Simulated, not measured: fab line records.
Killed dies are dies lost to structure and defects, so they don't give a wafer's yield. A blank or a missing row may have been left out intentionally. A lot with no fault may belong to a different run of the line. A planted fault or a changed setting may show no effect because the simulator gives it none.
fab line records | flow sfq-line
record: lots: 6 | wafers: 17 | last-day: 82
route steps=325 shown M4@152 I4@163 JJ@178 M5@206
lots untouched by any fault: they come from a run of this same line in which no faults occurred
start-h: start of the lot's first displayed wafer, in hours after the record's first day | wait-h: hours since the lot's step before | " repeats the value in the row above | L1.1+2: a single row standing in for several wafers | - no value, or no start given | * or withheld: withheld | < > ~ a bound
route shown NAME@n: NAME is a module with steps in the file, n the number in the route of the first one | usual: mean/standard deviation taken from wafers without a fault | same: alike in all rows | chamber/n: place in a boat | sites: each site's reading | _std_site: how widely they spread, as a standard deviation | _edge_site: mean of outer sites minus mean of inner sites | radius-mm: for every site, how far away it sits from the centre of the wafer | mask NAME#n: copy n | behind: the tool/chamber that last shaped the wafer | hold: cause of the lot's hold/its duration in hours/its outcome | device: names the non-switching transistor (n, p or np) | end of line: tests run on the same wafers once the route is complete | a step given without rows: its recipe and nothing more | killed: dies lost to structure and defects at the first sort, not the wafer's yield | map: dies across one wafer; x = killed, . = not, _ = none there
set.NAME: the setting that was run; set.NAME@STEP: the one run at that earlier step | model.NAME: the simulator's own value behind a step, which no gauge read
a table for each step, a row for each wafer; lots at some steps of the route
services: the hour from which a tool's chamber was out of use, counted from the record's first day as start-h (under 0 if before that day), plus the number of hours and why
== steps ==
step: SFQ_TRILAYER_M4_LITHO_COAT_098
recipe: resist: BARC | spin-rpm: 3000 | resist-thk-nm: 62
step: SFQ_TRILAYER_M4_LITHO_COAT_093
recipe: resist: KrF | spin-rpm: 3000 | resist-thk-nm: 600
step: SFQ_TRILAYER_M4_LITHO_SOFTBAKE_097
recipe: temp-c: withheld | time-s: withheld | resist: KrF
step: SFQ_TRILAYER_M4_LITHO_EXPOSE_094
recipe: mask-id: M4 | na: 0.6 | source-shape: conventional | sigma-outer: 0.65 | target-cd-nm: 500 | dose-mj: 14.4
step: SFQ_TRILAYER_M4_LITHO_PEB_096
recipe: peb-temp-c: 115 | peb-time-s: 60 | resist: KrF
step: SFQ_TRILAYER_M4_LITHO_DEVELOP_095
recipe: time-s: 60 | resist: KrF
step: SFQ_M4_OVL_MEAS_926
usual: M4_OVL: -2/5.3
lot.wafer | tool       | chamber | start-h | wait-h | M4_OVL[nm]
L370.1    | overlay-02 | -       | 992.22  | 0.1    | -6
L370.2    | "          | -       | "       | "      | -8
L370.3    | "          | -       | "       | "      | -5
L371.1    | overlay-01 | -       | 994.83  | 0.1    | -9
L371.2    | "          | -       | "       | "      | -1
L371.5    | "          | -       | "       | "      | -5
L375.2    | overlay-02 | -       | 1005.43 | 0.1    | -4
L375.4    | "          | -       | "       | "      | -1
L375.5    | "          | -       | "       | "      | 0
L384.2    | overlay-01 | -       | 1319.25 | 0.1    | 4
L384.3    | "          | -       | "       | "      | -2
L384.4    | "          | -       | "       | "      | -4
L385.2    | overlay-01 | -       | 1331.25 | 0.1    | -4
L385.4    | "          | -       | "       | "      | -2
L386.3    | overlay-02 | -       | 1334.85 | 0.1    | 0
L386.4    | "          | -       | "       | "      | -2
L386.6    | "          | -       | "       | "      | -5
step: SFQ_TRILAYER_M4_BARC_OPEN_METAL_ETCH_123
recipe: mask-material: PR | chemistry: O2 | target-depth-nm: 125 | target: BARC | icp-w: 600 | bias-w: 80 | pressure-mtorr: 10 | time-s: 41.7
usual: drypump-motor-current-A: 5.4/0.54 | oes-product-au: 0.685/0.0047
same: time-s: 41.7
lot.wafer | tool         | chamber | start-h | wait-h | drypump-motor-current-A | oes-product-au | rf-hours-counter-h
L370.1    | rie-metal-02 | 1       | 992.26  | 0.0    | 5.6                     | 0.682          | 106
L370.2    | "            | 0       | "       | "      | 6.4                     | 0.688          | 114
L370.3    | "            | 1       | "       | "      | 5.6                     | 0.689          | -
L371.1    | rie-metal-04 | 0       | 994.87  | 0.0    | 5.3                     | 0.688          | 1
L371.2    | "            | 1       | "       | "      | 5.0                     | 0.683          | 67
L371.5    | "            | 0       | "       | "      | 5.3                     | 0.685          | -
L375.2    | rie-metal-04 | 0       | 1005.46 | 0.0    | 5.3                     | 0.692          | 4
L375.4    | "            | 1       | "       | "      | 5.0                     | 0.692          | -
L375.5    | "            | 0       | "       | "      | 5.3                     | 0.685          | -
L384.2    | rie-metal-03 | 1       | 1319.30 | 0.0    | 4.9                     | 0.678          | -
L384.3    | "            | 1       | "       | "      | 5.0                     | 0.691          | -
L384.4    | "            | 1       | "       | "      | 5.0                     | 0.690          | -
L385.2    | rie-metal-02 | 0       | 1331.30 | 0.0    | 6.4                     | 0.689          | -
L385.4    | "            | 0       | "       | "      | 6.4                     | 0.686          | -
L386.3    | rie-metal-02 | 0       | 1334.92 | 0.1    | 6.4                     | 0.693          | -
L386.4    | "            | 0       | "       | "      | 6.4                     | 0.676          | -
L386.6    | "            | 0       | "       | "      | 6.4                     | 0.686          | -
step: SFQ_TRILAYER_M4_ETCH_METAL_ETCH_096
recipe: target: Nb | stop-on: SiO2 | mask-material: PR | chemistry: Cl2/Ar | target-depth-nm: 240 | icp-w: 600 | bias-w: 80 | pressure-mtorr: 10 | time-s: 120
step: SFQ_TRILAYER_M4_STRIP_STRIP_097
recipe: gas: O2 | power-w: 200 | platen-temp-c: 40 | overash-fraction: 0.65 | chemistry: O2 | pressure-mtorr: 50
usual: drypump-motor-current-A: 5.4/0.54 | oes-product-au: 1.003/0.0073 | platen-temp-c: 39.99/0.095
lot.wafer | tool         | chamber | start-h | wait-h | drypump-motor-current-A | oes-product-au | platen-temp-c | rf-hours-counter-h
L370.1    | rie-metal-02 | 1       | 992.44  | 0.1    | 5.6                     | 1.009          | 39.92         | 106
L370.2    | "            | 0       | "       | "      | 6.4                     | 0.992          | 39.95         | 114
L370.3    | "            | 1       | "       | "      | 5.6                     | 0.998          | 39.75         | -
L371.1    | rie-metal-04 | 0       | 995.05  | 0.1    | 5.2                     | 1.001          | 40.11         | 1
L371.2    | "            | 1       | "       | "      | 5.0                     | 0.998          | 40.02         | 67
L371.5    | "            | 0       | "       | "      | 5.3                     | 0.994          | 39.97         | -
L375.2    | rie-metal-04 | 0       | 1005.64 | 0.1    | 5.3                     | 0.995          | 39.93         | 4
L375.4    | "            | 1       | "       | "      | 5.0                     | 1.010          | 40.01         | -
L375.5    | "            | 0       | "       | "      | 5.3                     | 1.003          | 39.85         | -
L384.2    | rie-metal-03 | 1       | 1319.85 | 0.4    | 4.9                     | 1.006          | 40.08         | -
L384.3    | "            | 1       | "       | "      | 5.0                     | 0.999          | 40.00         | -
L384.4    | "            | 1       | "       | "      | 5.0                     | 1.007          | 39.97         | -
L385.2    | rie-metal-02 | 0       | 1331.85 | 0.4    | 6.5                     | 1.009          | 40.07         | -
L385.4    | "            | 0       | "       | "      | 6.4                     | 0.994          | 40.13         | -
L386.3    | rie-metal-02 | 0       | 1335.65 | 0.5    | 6.4                     | 1.003          | 39.87         | -
L386.4    | "            | 0       | "       | "      | 6.4                     | 0.994          | 39.85         | -
L386.6    | "            | 0       | "       | "      | 6.4                     | 0.994          | 40.07         | -
step: SFQ_TRILAYER_M4_STRIP_SOLV_CLEAN_098
recipe: chemistry: NMP | temp-c: 70 | time-s: 600
step: SFQ_TRILAYER_I4_DEP_PECVD_099
recipe: material: SiO2 | temp-c: 150 | time-s: 111.11 | pressure-torr: 2.4 | rf-w: 183.3 | precursor: SiH4/N2O | target-thk-nm: 500
usual: heater-power-w: 88/18 | susceptor-temp-C: 150.01/0.15 | throttle-valve-pct: 24.8/1.5
same: time-s: 111.11
lot.wafer | tool     | chamber | start-h | wait-h | heater-power-w | since-wet-clean-h | susceptor-temp-C | throttle-valve-pct
L370.1    | pecvd-01 | 2       | 993.22  | 0.0    | 102            | 1154              | 150.08           | 26.6
L370.2    | "        | 1       | "       | "      | 64             | 1154              | 149.76           | 27.4
L370.3    | "        | 0       | "       | "      | 58             | 1154              | 149.91           | 26.4
L371.1    | pecvd-04 | 1       | 995.83  | 0.0    | 80             | 49                | 150.08           | 23.9
L371.2    | "        | 2       | "       | "      | 104            | 49                | 150.18           | 22.6
L371.5    | "        | 1       | "       | "      | 84             | -                 | 150.24           | 23.6
L375.2    | pecvd-01 | 1       | 1006.42 | 0.0    | 66             | 1168              | 149.85           | 27.5
L375.4    | "        | 2       | "       | "      | 104            | -                 | 150.10           | 26.4
L375.5    | "        | 1       | "       | "      | 67             | -                 | 149.91           | 27.3
L384.2    | pecvd-02 | 1       | 1321.02 | 0.0    | 80             | 743               | 150.01           | 26.0
L384.3    | "        | 2       | "       | "      | 85             | 743               | 150.05           | 24.7
L384.4    | "        | 2       | "       | "      | 91             | -                 | 150.03           | 24.6
L385.2    | pecvd-01 | 0       | 1333.02 | 0.0    | 54             | 2                 | 149.90           | 21.9
L385.4    | "        | 2       | "       | "      | 125            | -                 | 150.14           | 23.9
L386.3    | pecvd-01 | 0       | 1336.84 | 0.0    | 51             | -                 | 149.94           | 21.8
L386.4    | "        | 2       | "       | "      | 107            | -                 | 149.98           | 24.0
L386.6    | "        | 2       | "       | "      | 109            | -                 | 150.03           | 23.9
step: SFQ_TRILAYER_I4_CMP_CMP_100
recipe: material: SiO2 | down-force-psi: 3 | platen-rpm: 60 | pad-velocity-m-s: 0.94248
usual: head-pressure-psi: 3.001/0.0063 | motor-current-A: 10.6/1 | time-to-endpoint-s: 215/7.2
lot.wafer | tool   | chamber | start-h | wait-h | head-pressure-psi | motor-current-A | time-to-endpoint-s | model.SiO2_of_TRILAYER_I4_DEP_PECVD_099.thk-nm
L370.2    | cmp-02 | 2       | 1002.12 | 8.9    | 2.999             | 9.4             | 206                | 198.7
L370.3    | "      | 3       | "       | "      | 2.999             | 9.7             | 204                | 200
L370.1    | "      | 1       | 1003.62 | 10.4   | 3.000             | 10.6            | 206                | 201
L371.2    | cmp-01 | 1       | 1003.78 | 7.9    | 2.999             | 12.7            | 212                | 201.1
L371.1    | "      | 2       | "       | "      | 2.989             | 9.9             | 213                | 197.8
L371.5    | "      | 1       | 1005.78 | 9.8    | 3.008             | 12.2            | 219                | 199.5
L375.2    | cmp-02 | 1       | 1011.12 | 4.7    | 3.007             | 11.1            | 201                | 201
L375.4    | "      | 3       | 1012.12 | 5.6    | 3.008             | 9.0             | 216                | 200.5
L375.5    | "      | 1       | 1013.12 | 6.6    | 3.008             | 11.2            | 213                | 201.3
L384.2    | cmp-01 | 2       | 1323.92 | 2.9    | 2.998             | 10.1            | 209                | 199.7
L384.3    | "      | 3       | "       | "      | 2.992             | 11.5            | 221                | 199.6
L384.4    | "      | 0       | "       | "      | 2.998             | 12.1            | 239                | 179.4
L385.2    | cmp-01 | 1       | 1335.42 | 2.4    | 3.005             | 12.0            | 219                | 199.3
L385.4    | "      | 2       | "       | "      | 2.990             | 10.4            | 232                | 178.4
L386.3    | cmp-02 | 0       | 1340.09 | 3.2    | 3.001             | 9.7             | 209                | 199.6
L386.4    | "      | 3       | 1341.59 | 4.7    | 3.000             | 9.6             | 219                | 200.4
L386.6    | "      | 1       | 1342.59 | 5.7    | 3.005             | 11.3            | 215                | 200.5
step: SFQ_I4_BOW_MEAS_927
recipe: mode: bow
usual: I4_BOW: 5/9.6
lot.wafer | tool          | chamber | start-h | wait-h | I4_BOW[um]
L370.1    | film-metro-04 | -       | 1005.12 | 1.0    | -7
L370.2    | "             | -       | "       | "      | 8
L370.3    | "             | -       | "       | "      | 7
L371.1    | film-metro-01 | -       | 1006.78 | 2.0    | -4
L371.2    | "             | -       | "       | "      | -8
L371.5    | "             | -       | "       | "      | 5
L375.2    | film-metro-02 | -       | 1014.14 | 2.5    | 0
L375.4    | "             | -       | "       | "      | 4
L375.5    | "             | -       | "       | "      | 15
L384.2    | film-metro-01 | -       | 1326.44 | 2.0    | 12
L384.3    | "             | -       | "       | "      | 10
L384.4    | "             | -       | "       | "      | 15
L385.2    | film-metro-02 | -       | 1338.44 | 2.5    | -13
L385.4    | "             | -       | "       | "      | -7
L386.3    | film-metro-02 | -       | 1343.13 | 2.5    | 20
L386.4    | "             | -       | "       | "      | 23
L386.6    | "             | -       | "       | "      | 13
step: SFQ_TRILAYER_I4_METRO_MEASURE_101
usual: thk-nm: 199.7/0.86
lot.wafer | tool          | chamber | start-h | wait-h | thk-nm
L370.1    | film-metro-04 | -       | 1005.24 | 0.1    | 201.0
L370.2    | "             | -       | "       | "      | 198.8
L370.3    | "             | -       | "       | "      | 200.1
L371.1    | film-metro-01 | -       | 1006.90 | 0.1    | 197.6
L371.2    | "             | -       | "       | "      | 201.0
L371.5    | "             | -       | "       | "      | 199.5
L375.2    | film-metro-02 | -       | 1014.44 | 0.3    | 201.2
L375.4    | "             | -       | "       | "      | 200.4
L375.5    | "             | -       | "       | "      | 201.3
L384.2    | film-metro-01 | -       | 1326.74 | 0.3    | 199.9
L384.3    | "             | -       | "       | "      | 199.6
L384.4    | "             | -       | "       | "      | 179.4
L385.2    | film-metro-02 | -       | 1338.74 | 0.3    | 199.5
L385.4    | "             | -       | "       | "      | 178.5
L386.3    | film-metro-02 | -       | 1343.61 | 0.5    | 199.6
L386.4    | "             | -       | "       | "      | 200.5
L386.6    | "             | -       | "       | "      | 200.5
step: SFQ_TRILAYER_I4_VIA_LITHO_COAT_108
recipe: resist: BARC | spin-rpm: 3000 | resist-thk-nm: 62
step: SFQ_TRILAYER_I4_VIA_LITHO_COAT_103
recipe: resist: KrF | spin-rpm: 3000 | resist-thk-nm: 650
step: SFQ_TRILAYER_I4_VIA_LITHO_SOFTBAKE_107
recipe: temp-c: withheld | time-s: withheld | resist: KrF
step: SFQ_TRILAYER_I4_VIA_LITHO_EXPOSE_104
recipe: mask-id: I4 | na: 0.6 | source-shape: conventional | sigma-outer: 0.65 | target-cd-nm: 700 | dose-mj: 21.3
step: SFQ_TRILAYER_I4_VIA_LITHO_PEB_106
recipe: peb-temp-c: 115 | peb-time-s: 60 | resist: KrF
step: SFQ_TRILAYER_I4_VIA_LITHO_DEVELOP_105
recipe: time-s: 60 | resist: KrF
step: SFQ_I4_OVL_MEAS_928
usual: I4_OVL: -2/8
lot.wafer | tool       | chamber | start-h | wait-h | I4_OVL[nm]
L370.1    | overlay-02 | -       | 1145.77 | 0.1    | 5
L370.2    | "          | -       | "       | "      | 0
L370.3    | "          | -       | "       | "      | 5
L371.1    | overlay-02 | -       | 1148.17 | 0.1    | -9
L371.2    | "          | -       | "       | "      | 10
L371.5    | "          | -       | "       | "      | -3
L375.2    | overlay-02 | -       | 1158.97 | 0.1    | -11
L375.4    | "          | -       | "       | "      | -13
L375.5    | "          | -       | "       | "      | -15
L384.2    | overlay-02 | -       | 1337.25 | 0.1    | -2
L384.3    | "          | -       | "       | "      | -2
L384.4    | "          | -       | "       | "      | -3
L385.2    | overlay-01 | -       | 1447.77 | 0.1    | 9
L385.4    | "          | -       | "       | "      | 6
L386.3    | overlay-01 | -       | 1452.58 | 0.1    | 7
L386.4    | "          | -       | "       | "      | -5
L386.6    | "          | -       | "       | "      | -3
step: SFQ_TRILAYER_I4_VIA_BARC_OPEN_VIA_ETCH_146
recipe: mask-material: PR | chemistry: O2 | target-depth-nm: 125 | target: BARC | source-w: 500 | bias-w: 80 | pressure-mtorr: 30 | time-s: 41.7
usual: drypump-motor-current-A: 5.7/0.57 | oes-product-au: 0.685/0.0047
same: time-s: 41.7
lot.wafer | tool        | chamber | start-h | wait-h | drypump-motor-current-A | oes-product-au | rf-hours-counter-h
L370.1    | rie-diel-01 | 1       | 1145.80 | 0.0    | 4.7                     | 0.683          | 1
L370.2    | "           | 3       | "       | "      | 6.5                     | 0.696          | 5
L370.3    | "           | 2       | "       | "      | 5.6                     | 0.685          | 13
L371.1    | rie-diel-04 | 0       | 1148.20 | 0.0    | 5.6                     | 0.677          | 8
L371.2    | "           | 1       | "       | "      | 6.2                     | 0.681          | 1
L371.5    | "           | 3       | "       | "      | 6.2                     | 0.688          | -
L375.2    | rie-diel-01 | 0       | 1159.00 | 0.0    | 5.7                     | 0.687          | 0
L375.4    | "           | 1       | "       | "      | 4.7                     | 0.678          | 1
L375.5    | "           | 3       | "       | "      | 6.5                     | 0.681          | -
L384.2    | rie-diel-02 | 1       | 1337.28 | 0.0    | 4.8                     | 0.690          | 11
L384.3    | "           | 0       | "       | "      | 6.4                     | 0.689          | 12
L384.4    | "           | 1       | "       | "      | 4.8                     | 0.692          | -
L385.2    | rie-diel-01 | 1       | 1447.80 | 0.0    | 4.7                     | 0.686          | 7
L385.4    | "           | 2       | "       | "      | 5.6                     | 0.688          | 18
L386.3    | rie-diel-02 | 1       | 1452.60 | 0.0    | 4.8                     | 0.694          | 13
L386.4    | "           | 2       | "       | "      | 5.6                     | 0.684          | 20
L386.6    | "           | 1       | "       | "      | 4.8                     | 0.693          | -
step: SFQ_TRILAYER_I4_VIA_ETCH_VIA_ETCH_106
recipe: target: SiO2 | stop-on: Nb | mask-material: PR | taper-deg: 20 | chemistry: CHF3 | target-depth-nm: 260 | source-w: 500 | bias-w: 80 | pressure-mtorr: 30 | time-s: withheld
usual: drypump-motor-current-A: 5.7/0.57 | oes-product-au: 0.854/0.0051
lot.wafer | tool        | chamber | start-h | wait-h | drypump-motor-current-A | oes-product-au | model.etch.depth-nm | model.I4.feature-depth-nm
L370.1    | rie-diel-01 | 1       | 1145.84 | 0.0    | 4.7                     | 0.849          | 201                 | 201
L370.2    | "           | 3       | "       | "      | 6.5                     | 0.863          | 198.7               | 198.7
L370.3    | "           | 2       | "       | "      | 5.6                     | 0.857          | 200                 | 200
L371.1    | rie-diel-04 | 0       | 1148.24 | 0.0    | 5.5                     | 0.857          | 197.8               | 197.8
L371.2    | "           | 1       | "       | "      | 6.2                     | 0.853          | 201.1               | 201.1
L371.5    | "           | 3       | "       | "      | 6.2                     | 0.858          | 199.5               | 199.5
L375.2    | rie-diel-01 | 0       | 1159.04 | 0.0    | 5.7                     | 0.846          | 201                 | 201
L375.4    | "           | 1       | "       | "      | 4.7                     | 0.851          | 200.5               | 200.5
L375.5    | "           | 3       | "       | "      | 6.5                     | 0.859          | 201.3               | 201.3
L384.2    | rie-diel-02 | 1       | 1337.32 | 0.0    | 4.8                     | 0.859          | 199.7               | 199.7
L384.3    | "           | 0       | "       | "      | 6.4                     | 0.859          | 199.6               | 199.6
L384.4    | "           | 1       | "       | "      | 4.8                     | 0.805          | 179.4               | 179.4
L385.2    | rie-diel-01 | 1       | 1447.84 | 0.0    | 4.7                     | 0.853          | 199.3               | 199.3
L385.4    | "           | 2       | "       | "      | 5.7                     | 0.806          | 178.4               | 178.4
L386.3    | rie-diel-02 | 1       | 1452.64 | 0.0    | 4.8                     | 0.855          | 199.6               | 199.6
L386.4    | "           | 2       | "       | "      | 5.6                     | 0.851          | 200.4               | 200.4
L386.6    | "           | 1       | "       | "      | 4.8                     | 0.856          | 200.5               | 200.5
step: SFQ_TRILAYER_I4_VIA_STRIP_STRIP_107
recipe: gas: O2 | power-w: 200 | platen-temp-c: 40 | overash-fraction: 0.65 | chemistry: O2 | pressure-mtorr: 50
step: SFQ_TRILAYER_I4_VIA_STRIP_SOLV_CLEAN_108
recipe: chemistry: NMP | temp-c: 70 | time-s: 600
step: SFQ_TRILAYER_JJ_TRILAYER_DEP_PRE_CLEAN_113
recipe: gas: Ar | time-s: 22.5 | bias-v: 250
step: SFQ_TRILAYER_JJ_TRILAYER_DEP_SPUTTER_109
recipe: material: Nb | base-pressure-pa: 1.33e-06 | chamber-pressure-pa: 0.1333 | substrate-temp-c: 20 | target-thk-nm: 150 | power-w: 2000 | time-s: 100
step: SFQ_TRILAYER_JJ_TRILAYER_DEP_SPUTTER_110
recipe: material: Al | base-pressure-pa: 1.33e-06 | target-thk-nm: 8 | power-w: 500 | time-s: 10 | chamber-pressure-pa: 0.4
step: SFQ_TRILAYER_JJ_TRILAYER_DEP_AL_OXIDATION_111
recipe: pressure-mbar: 0.014667 | oxidation-time-s: 600 | temperature-k: 293
step: SFQ_TRILAYER_JJ_TRILAYER_DEP_SPUTTER_112
recipe: material: Nb | base-pressure-pa: 1.33e-06 | chamber-pressure-pa: 0.1333 | substrate-temp-c: 20 | target-thk-nm: 170 | power-w: 2000 | time-s: 113.3
step: SFQ_JJ_RS_MEAS_929
recipe: thk-meas-gauge: four-point-probe | reads: Nb_of_TRILAYER_JJ_TRILAYER_DEP_SPUTTER_112
usual: JJ_NB_RS: 1.051/0.0085
lot.wafer | tool          | chamber | start-h | wait-h | JJ_NB_RS[ohm/sq]
L370.1    | film-metro-03 | -       | 1147.93 | 0.0    | 1.048
L370.2    | "             | -       | "       | "      | 1.045
L370.3    | "             | -       | "       | "      | 1.040
L371.1    | film-metro-03 | -       | 1150.33 | 0.0    | 1.058
L371.2    | "             | -       | "       | "      | 1.055
L371.5    | "             | -       | "       | "      | 1.050
L375.2    | film-metro-02 | -       | 1161.15 | 0.1    | 1.055
L375.4    | "             | -       | "       | "      | 1.060
L375.5    | "             | -       | "       | "      | 1.062
L384.2    | film-metro-01 | -       | 1339.43 | 0.1    | 1.038
L384.3    | "             | -       | "       | "      | 1.036
L384.4    | "             | -       | "       | "      | 1.043
L385.2    | film-metro-03 | -       | 1449.95 | 0.1    | 1.056
L385.4    | "             | -       | "       | "      | 1.055
L386.3    | film-metro-03 | -       | 1454.77 | 0.1    | 1.066
L386.4    | "             | -       | "       | "      | 1.059
L386.6    | "             | -       | "       | "      | 1.064
step: SFQ_TRILAYER_JJ_CE_LITHO_COAT_119
recipe: resist: BARC | spin-rpm: 3000 | resist-thk-nm: 62
step: SFQ_TRILAYER_JJ_CE_LITHO_COAT_114
recipe: resist: KrF | spin-rpm: 3000 | resist-thk-nm: 600
step: SFQ_TRILAYER_JJ_CE_LITHO_SOFTBAKE_118
recipe: temp-c: withheld | time-s: withheld | resist: KrF
step: SFQ_TRILAYER_JJ_CE_LITHO_EXPOSE_115
recipe: mask-id: J5 | na: 0.6 | source-shape: conventional | sigma-outer: 0.65 | target-cd-nm: 700 | dose-mj: 14.4
step: SFQ_TRILAYER_JJ_CE_LITHO_PEB_117
recipe: peb-temp-c: 115 | peb-time-s: 60 | resist: KrF
step: SFQ_TRILAYER_JJ_CE_LITHO_DEVELOP_116
recipe: time-s: 60 | resist: KrF
step: SFQ_JJ_OVL_MEAS_931
usual: J5_OVL: 2/6.5
lot.wafer | tool       | chamber | start-h | wait-h | J5_OVL[nm]
L370.1    | overlay-02 | -       | 1274.18 | 0.1    | 7
L370.2    | "          | -       | "       | "      | 4
L370.3    | "          | -       | "       | "      | 7
L371.1    | overlay-02 | -       | 1275.38 | 0.1    | 2
L371.2    | "          | -       | "       | "      | 2
L371.5    | "          | -       | "       | "      | -4
L375.2    | overlay-02 | -       | 1287.38 | 0.1    | 4
L375.4    | "          | -       | "       | "      | 1
L375.5    | "          | -       | "       | "      | 7
L384.2    | overlay-01 | -       | 1446.57 | 0.1    | -1
L384.3    | "          | -       | "       | "      | 7
L384.4    | "          | -       | "       | "      | 7
L385.2    | overlay-02 | -       | 1536.57 | 0.1    | -2
L385.4    | "          | -       | "       | "      | -8
L386.3    | overlay-01 | -       | 1542.58 | 0.1    | 2
L386.4    | "          | -       | "       | "      | 3
L386.6    | "          | -       | "       | "      | -3
step: SFQ_TRILAYER_JJ_CE_METRO_MEASURE_117
usual: cd-nm: 700.1/1.4
lot.wafer | tool      | chamber | start-h | wait-h | cd-nm
L370.1    | cd-sem-01 | -       | 1274.21 | 0.0    | 700.1
L370.2    | "         | -       | "       | "      | 701.0
L370.3    | "         | -       | "       | "      | 700.7
L371.1    | cd-sem-02 | -       | 1275.41 | 0.0    | 701.2
L371.2    | "         | -       | "       | "      | 700.8
L371.5    | "         | -       | "       | "      | 702.4
L375.2    | cd-sem-02 | -       | 1287.61 | 0.2    | 700.7
L375.4    | "         | -       | "       | "      | 700.1
L375.5    | "         | -       | "       | "      | 701.1
L384.2    | cd-sem-01 | -       | 1446.80 | 0.2    | 702.5
L384.3    | "         | -       | "       | "      | 702.6
L384.4    | "         | -       | "       | "      | 700.7
L385.2    | cd-sem-02 | -       | 1536.80 | 0.2    | 700.0
L385.4    | "         | -       | "       | "      | 697.3
L386.3    | cd-sem-01 | -       | 1543.00 | 0.4    | 699.3
L386.4    | "         | -       | "       | "      | 700.3
L386.6    | "         | -       | "       | "      | 699.5
step: SFQ_TRILAYER_JJ_CE_BARC_OPEN_RIE_150
recipe: mask-material: PR | chemistry: O2 | target-depth-nm: 240 | target: BARC | icp-w: 600 | bias-w: 80 | pressure-mtorr: 10 | time-s: 80
step: SFQ_TRILAYER_M5_ETCH_METAL_ETCH_126
recipe: target: Nb | stop-on: SiO2 | mask-material: PR | over-etch-frac: 0.15 | time-s: 203.2 | chemistry: Cl2/BCl3 | target-depth-nm: 265 | icp-w: 600 | bias-w: 80 | pressure-mtorr: 10
usual: drypump-motor-current-A: 5.5/0.47 | oes-product-au: 0.729/0.006
same: over-etch-frac: 0.15 | time-s: 203.2
lot.wafer | tool         | chamber | start-h | wait-h | drypump-motor-current-A | oes-product-au | rf-hours-counter-h | model.SiO2_of_TRILAYER_I4_DEP_PECVD_099.thk-nm
L370.1    | rie-metal-01 | 1       | 1402.26 | 0.0    | 5.5                     | 0.727          | 5                  | 181.5
L370.2    | "            | 0       | "       | "      | 6.1                     | 0.714          | 58                 | 179
L370.3    | "            | 0       | "       | "      | 6.1                     | 0.733          | -                  | 180.4
L371.1    | rie-metal-04 | 1       | 1403.46 | 0.0    | 5.0                     | 0.717          | 132                | 177.9
L371.2    | "            | 0       | "       | "      | 5.2                     | 0.720          | 62                 | 181.3
L371.5    | "            | 1       | "       | "      | 5.0                     | 0.728          | -                  | 179.7
L375.2    | rie-metal-03 | 0       | 1411.86 | 0.0    | 6.0                     | 0.718          | 15                 | 181.3
L375.4    | "            | 0       | "       | "      | 6.0                     | 0.728          | -                  | 180.8
L375.5    | "            | 1       | "       | "      | 5.0                     | 0.725          | -                  | 181.6
L384.2    | rie-metal-03 | 0       | 1537.86 | 0.0    | 6.1                     | 0.735          | 32                 | 179.9
L384.3    | "            | 1       | "       | "      | 5.0                     | 0.733          | -                  | 179.7
L384.4    | "            | 0       | "       | "      | 6.0                     | 0.729          | -                  | 159.7
L385.2    | rie-metal-03 | 0       | 1629.66 | 0.0    | 6.0                     | 0.721          | 42                 | 179.5
L385.4    | "            | 1       | "       | "      | 4.9                     | 0.723          | -                  | 158.6
L386.3    | rie-metal-04 | 0       | 1636.93 | 0.1    | 5.3                     | 0.731          | -                  | 179.5
L386.4    | "            | 1       | "       | "      | 5.0                     | 0.720          | -                  | 180.5
L386.6    | "            | 0       | "       | "      | 5.3                     | 0.733          | -                  | 180.5
== services ==
tool         | chamber | start-h | hours | kind
rie-metal-02 | -       | 997.45  | 14.6  | pm
rie-diel-01  | 3       | 1006.67 | 5.2   | repair
rie-metal-04 | 0       | 1010.97 | 14.9  | repair
rie-metal-02 | 0       | 1012.95 | 3.4   | repair
rie-metal-04 | -       | 1031.18 | 2.8   | pm
rie-diel-01  | 1       | 1067.40 | 5.2   | repair
rie-metal-02 | -       | 1076.76 | 1.4   | pm
rie-metal-02 | 1       | 1133.86 | 3.6   | repair
rie-diel-01  | 3       | 1138.55 | 3.8   | repair
rie-metal-02 | -       | 1208.06 | 1.5   | repair
rie-diel-01  | 2       | 1215.25 | 5.3   | repair
rie-diel-01  | -       | 1238.44 | 0.4   | repair
rie-metal-02 | 1       | 1263.27 | 99.4  | repair
rie-metal-04 | 0       | 1340.96 | 3.7   | repair
rie-diel-01  | -       | 1352.29 | 2.8   | pm
rie-diel-01  | 2       | 1363.78 | 2.6   | repair
rie-metal-02 | 1       | 1409.21 | 48.8  | repair
rie-diel-01  | 1       | 1451.93 | 2.8   | repair
rie-metal-04 | 0       | 1467.35 | 1.2   | repair
rie-diel-01  | 3       | 1491.53 | 1.5   | repair
rie-diel-01  | 2       | 1496.29 | 3.1   | repair
rie-metal-04 | 1       | 1516.00 | 26.5  | repair
rie-diel-01  | 2       | 1544.30 | 1.2   | repair
rie-diel-01  | 3       | 1583.32 | 10.3  | repair
== key ==
first-sign: step: SFQ_TRILAYER_I4_METRO_MEASURE_101 | reading: thk-nm | direction: down | sigmas: 24 | usual: 199.7 | struck: 178.9
effect: step: SFQ_TRILAYER_I4_VIA_ETCH_VIA_ETCH_106 | reading: oes-product-au | direction: down | sigmas: 9.5 | usual: 0.854 | struck: 0.805
model-effect: step: SFQ_TRILAYER_I4_CMP_CMP_100 | value: SiO2_of_TRILAYER_I4_DEP_PECVD_099.thk-nm | without: 198.9 | struck: 178.9
model-effect: step: SFQ_TRILAYER_I4_VIA_ETCH_VIA_ETCH_106 | value: etch.depth-nm | without: 198.9 | struck: 178.9
model-effect: step: SFQ_TRILAYER_M5_ETCH_METAL_ETCH_126 | value: SiO2_of_TRILAYER_I4_DEP_PECVD_099.thk-nm | without: 179.1 | struck: 159.1
met-at SFQ_TRILAYER_I4_CMP_CMP_100
struck-wafers L384.4,L385.4
onset-between 1003.78 1323.92
fault: kind: process-parameter-drift | tool: cmp-01 | chamber: - | onset-h: 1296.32 | steps: SFQ_TRILAYER_I4_CMP_CMP_100 | channel: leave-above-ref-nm | offset: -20 | shape: step | end-h: 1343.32 | scope: struck-wafers-only | acts-in: these-recipes-only | stated: 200
